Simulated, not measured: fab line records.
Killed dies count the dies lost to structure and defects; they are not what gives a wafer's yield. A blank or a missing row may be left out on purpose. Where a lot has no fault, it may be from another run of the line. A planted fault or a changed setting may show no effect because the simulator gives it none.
Which of the tools did it? ; flow sky130 ; 10 lots, 30 wafers sampled, at 4 steps of a route of 708

== WHAT THE GAUGES SHOWED, per wafer ==
SKY_METAL4_OVL_MEAS_14.
lot;measured;on;METAL4_OVL (nm)
L505;day 41 10:47;overlay-02;-4 4 -5
L506;day 41 21:23;overlay-01;-2 -2 6
L508;day 43 07:17;overlay-01;8 11 3
L514;day 44 01:53;overlay-01;9 1 1
L517;day 45 08:54;overlay-01;6 4 8
L518;day 45 12:12;overlay-02;-3 -2 -9
L526;day 47 07:08;overlay-01;-1 3 -3
L525;day 47 08:14;overlay-02;11 12 16
L527;day 47 11:09;overlay-01;-1 -5 -10
L528;day 47 13:32;overlay-02;2 7 11

SKY_METAL5_RS_MEAS_05: uses a four-point probe to measure.
lot;measured;on;METAL5_ALCU_RS (ohm/sq)
L505;day 42 13:35;film-metro-01;0.02707 0.02698 0.02697
L506;day 43 00:12;film-metro-02;0.02713 0.02713 0.02733
L508;day 44 07:52;film-metro-03;0.02667 0.02694 0.02716
L514;day 45 02:17;film-metro-01;0.02681 0.02687 0.02675
L517;day 46 08:32;film-metro-03;8.7646 8.8064 8.8229
L518;day 46 11:47;film-metro-02;8.6569 8.549 8.6495
L526;day 48 04:00;film-metro-03;0.02737 0.02697 0.02729
L525;day 48 05:36;film-metro-03;0.02688 0.02678 0.02665
L527;day 48 08:50;film-metro-02;0.02691 0.02669 0.02639
L528;day 48 11:53;film-metro-03;0.02705 0.02673 0.02686

SKY_METAL5_THK_MEAS_06: measures by xrf.
lot;measured;on;METAL5_ALCU_THK (nm)
L505;day 42 13:42;film-metro-01;1147 1160 1154
L506;day 43 00:19;film-metro-02;1142 1137 1134
L508;day 44 07:59;film-metro-03;1155 1140 1134
L514;day 45 02:24;film-metro-01;1169 1164 1168
L517;day 46 08:37;film-metro-03;<1 <1 <1
L518;day 46 11:54;film-metro-02;<0 <0 <0
L526;day 48 04:07;film-metro-03;1128 1147 1129
L525;day 48 05:42;film-metro-03;1150 1145 1160
L527;day 48 08:58;film-metro-02;1140 1157 1176
L528;day 48 11:59;film-metro-03;1136 1154 1146

== TOOL THAT RAN EACH LOT (tool first, then ch and the chambers of the sampled wafers, then the start) ==
lot;SKY_METAL5_SPUTTER_02
L505;pvd-sputter-03, day 42 13:28
L506;pvd-sputter-04, day 43 00:05
L508;pvd-sputter-02, day 44 07:44
L514;pvd-sputter-02, day 45 02:10
L517;pvd-sputter-03, day 46 08:21
L518;pvd-sputter-03, day 46 11:40
L526;pvd-sputter-03, day 48 03:52
L525;pvd-sputter-03, day 48 05:26
L527;pvd-sputter-03, day 48 08:43
L528;pvd-sputter-03, day 48 11:44
- SKY_METAL5_SPUTTER_02: material AlCu, target thk 1150 nm, time 61.2 s.

== WHAT THE TOOLS THEMSELVES READ (means of the sampled wafers that have a number; where no wafer has one, the mark that the record gives instead) ==
SKY_METAL5_SPUTTER_02.
lot;tool;cathode-dc-power-W (W);chamber-pressure-pa (Pa);throttle-valve-pct (%)
L505;pvd-sputter-03;10601;0.3991;29.3
L506;pvd-sputter-04;10601;0.4003;29.4
L508;pvd-sputter-02;10597;0.3997;29.2
L514;pvd-sputter-02;10600;0.3994;29.1
L517;pvd-sputter-03;-;-;-
L518;pvd-sputter-03;-;-;-
L526;pvd-sputter-03;10599;0.3996;29.8
L525;pvd-sputter-03;10601;0.3995;29.8
L527;pvd-sputter-03;10602;0.4011;30.0
L528;pvd-sputter-03;10599;0.3999;30.4

== THE ANSWER, worked out from the rows above alone ==
Rule: the lots themselves supply what counts as usual. The widest of any qualifying gaps counts: lots, ordered by their means at a reading, are off when they make up no more than a third of the lots, leave a main group of 4 or more, and stand apart from it by 3 or more times the standard deviation of that group's means. Not used: any main group whose means are identical at the precision the tables above print for the reading. Also off: a lot with no number at a reading for which 4 or more lots have one. Any other lot the step has rows for is counted as sound. First the gauges in route order, then the tools' own readings, where a lot's mean is used as printed above. At the first step where some lot is off, the reading lying furthest off is the one used; lots without a number count as furthest.
Off: L517, L518, at SKY_METAL5_RS_MEAS_05 (METAL5_ALCU_RS). The main group: mean 0.02693 ohm/sq, standard deviation 0.00018.
If a tool, at a process step before that reading, ran all the lots that are off and no sound lot after the first of them, it fits. Not tried: the gauges at SKY_METAL5_RS_MEAS_05; whatever is off there is also off at SKY_METAL5_SPUTTER_02, on other tools, and gauge error can't account for it. No candidate that was tried fits.

== WHAT HAD BEEN PUT IN BY THE SIMULATOR ==
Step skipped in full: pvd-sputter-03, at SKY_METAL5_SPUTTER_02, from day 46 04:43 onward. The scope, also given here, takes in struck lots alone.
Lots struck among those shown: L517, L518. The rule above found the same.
